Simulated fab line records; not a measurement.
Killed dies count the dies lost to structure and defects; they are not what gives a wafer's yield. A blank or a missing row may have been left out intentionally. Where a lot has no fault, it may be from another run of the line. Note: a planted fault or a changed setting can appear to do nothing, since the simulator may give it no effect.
Check of tool commonality + flow gf180mcu + 12 lots, 36 wafers sampled

## WHY THIS WAS OPENED
At GF_MVSD_TW_MEAS_11 the reading MVSD_TW is flagged on 2 of 12 lots. Wafers without a fault read 1599, standard deviation 7.4.
Rule: a lot is flagged when every wafer of it that has a number lies more than 4 standard deviations from that mean, or none has a number. The other lots count as sound.

| lot  | measured     | on            | MVSD_TW, wafer by wafer | flag    |
|------|--------------|---------------|-------------------------|---------|
| L355 | day 4 17:58  | film metro-03 | 1590 1597 1592          |         |
| L356 | day 4 21:46  | film metro-03 | 1586 1588 1591          |         |
| L357 | day 5 05:19  | film metro-04 | 1595 1597 1604          |         |
| L358 | day 5 09:28  | film metro-04 | 1600 1601 1602          |         |
| L361 | day 6 05:52  | film metro-03 | 1595 1589 1593          |         |
| L363 | day 6 16:50  | film metro-04 | 1602 1605 1605          |         |
| L367 | day 7 13:16  | film metro-03 | 1745 1758 1770          | FLAGGED |
| L368 | day 7 19:41  | film metro-04 | 1764 1761 1760          | FLAGGED |
| L370 | day 8 06:21  | film metro-04 | 1599 1594 1597          |         |
| L371 | day 8 15:44  | film metro-04 | 1605 1597 1605          |         |
| L374 | day 9 05:07  | film metro-03 | 1600 1592 1602          |         |
| L375 | day 10 02:07 | film metro-04 | 1601 1604 1600          |         |
On average the flagged lots' numbers are 1760, which is +161 against the usual, or +22 standard deviations.

## LOT BY LOT: THE TOOL USED
The record holds 1 process step before the reading, out of a route of 602 steps. Each cell gives the tool, then ch followed by the chambers the sampled wafers passed through, then the start.
| lot  | flag    | GF_MVSD_IMPLANT_08              |
|------|---------|---------------------------------|
| L355 |         | implanter-01 ch 0, day 4 17:35  |
| L356 |         | implanter-01 ch 0, day 4 21:23  |
| L357 |         | implanter-01 ch 0, day 5 04:55  |
| L358 |         | implanter-02 ch 0, day 5 09:05  |
| L361 |         | implanter-02 ch 0, day 6 05:29  |
| L363 |         | implanter-01 ch 0, day 6 16:28  |
| L367 | FLAGGED | implanter-01 ch 0, day 7 12:53  |
| L368 | FLAGGED | implanter-01 ch 0, day 7 19:20  |
| L370 |         | implanter-02 ch 0, day 8 05:58  |
| L371 |         | implanter-02 ch 0, day 8 15:23  |
| L374 |         | implanter-04 ch 0, day 9 04:44  |
| L375 |         | implanter-04 ch 0, day 10 01:43 |
What the steps here do:
- GF_MVSD_IMPLANT_08
- GF_MVSD_TW_MEAS_11

## FLAGGED OVER TOTAL, TOOL BY TOOL (the gauges that took the reading come last)
| step               | tool          | lots run | flagged | share of the flagged lots | sound lots run after its first flagged lot |
|--------------------|---------------|----------|---------|---------------------------|--------------------------------------------|
| GF_MVSD_IMPLANT_08 | implanter-01  | 6        | 2       | all                       | 0                                          |
| GF_MVSD_IMPLANT_08 | implanter-02  | 4        | 0       | none                      | -                                          |
| GF_MVSD_IMPLANT_08 | implanter-04  | 2        | 0       | none                      | -                                          |
| GF_MVSD_TW_MEAS_11 | film metro-03 | 5        | 1       | some                      | 1 (L374)                                   |
| GF_MVSD_TW_MEAS_11 | film metro-04 | 7        | 1       | some                      | 3 (L370,L371,L375)                         |

## WHAT IS ALLOWED BY THE TABLE
In the table, 1 row covers all flagged lots: implanter-01 at GF_MVSD_IMPLANT_08.
- implanter-01 at GF_MVSD_IMPLANT_08: 2 of its 6 lots flagged. A fault beginning between L363 (day 6 16:28), its last sound lot, and L367 (day 7 12:53), its first flagged one, fits the data. Its own readings (dose ions cm2, faraday current uA) fall more than 4 standard deviations out on all wafers of the flagged lots.
implanter-01 at GF_MVSD_IMPLANT_08 is the single tool remaining.

## WHAT THE SIMULATOR HAD INSERTED
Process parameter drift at GF_MVSD_IMPLANT_08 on implanter-01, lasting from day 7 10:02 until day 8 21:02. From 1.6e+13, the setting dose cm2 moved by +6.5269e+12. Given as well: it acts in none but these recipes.
Shown lots that were struck: L367, L368. The same result came from the rule above.
